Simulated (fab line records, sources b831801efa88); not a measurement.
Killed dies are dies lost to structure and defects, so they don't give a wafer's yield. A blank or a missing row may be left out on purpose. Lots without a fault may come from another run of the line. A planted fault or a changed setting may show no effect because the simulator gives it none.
Which tool did it? | flow sky130 | 6 lots, 18 wafers sampled, at 3 steps of a route of 708

WHAT THE GAUGES READ, wafer by wafer
SKY_METAL5_THK_MEAS_06: measures by xrf.
lot  | measured     | on            | METAL5_ALCU_THK (nm)
L217 | day 43 14:05 | film_metro-02 | 1143 1142 1122
L222 | day 45 01:34 | film_metro-01 | 1187 1152 1156
L224 | day 46 01:47 | film_metro-01 | 1129 1140 1147
L226 | day 46 12:16 | film_metro-02 | 1184 1168 1167
L229 | day 46 19:55 | film_metro-04 | 1183 1151 1169
L236 | day 48 10:31 | film_metro-02 | 1129 1131 1145

WHICH TOOL RAN EACH LOT (tool, then ch and the chambers of the sampled wafers, then the start)
lot  | SKY_VIA4_SPUTTER_17          | SKY_METAL5_SPUTTER_04
L217 | pvd_sputter-01, day 43 13:04 | pvd_sputter-02, day 43 13:53
L222 | pvd_sputter-03, day 45 00:35 | pvd_sputter-01, day 45 01:24
L224 | pvd_sputter-03, day 46 00:28 | pvd_sputter-02, day 46 01:37
L226 | pvd_sputter-03, day 46 10:43 | pvd_sputter-02, day 46 12:05
L229 | pvd_sputter-03, day 46 18:56 | pvd_sputter-02, day 46 19:45
L236 | pvd_sputter-03, day 48 09:32 | pvd_sputter-01, day 48 10:21
- SKY_VIA4_SPUTTER_17: material TiN, target thk 20 nm, time 80 s.
- SKY_METAL5_SPUTTER_04: material TiN, target thk 70 nm, time 58.3 s.

THE ANSWER, worked out from the rows above alone
Rule: what is usual is taken from the lots themselves. Put in order of their means at a reading, lots are off if they are a third of the lots or fewer, leave a main group of 4 or more, and stand apart from it by a gap of 3 or more times the standard deviation of the main group's means; of several such gaps the widest counts. A main group whose means are all the same, to the digits that the tables above print for the reading, isn't used. A lot without any number at a reading at which 4 lots or more have one is off too. The other lots that the step has rows for count as sound.
No lot is off at any reading shown: from this, nothing can be told.

WHAT THE SIMULATOR HAD PUT IN
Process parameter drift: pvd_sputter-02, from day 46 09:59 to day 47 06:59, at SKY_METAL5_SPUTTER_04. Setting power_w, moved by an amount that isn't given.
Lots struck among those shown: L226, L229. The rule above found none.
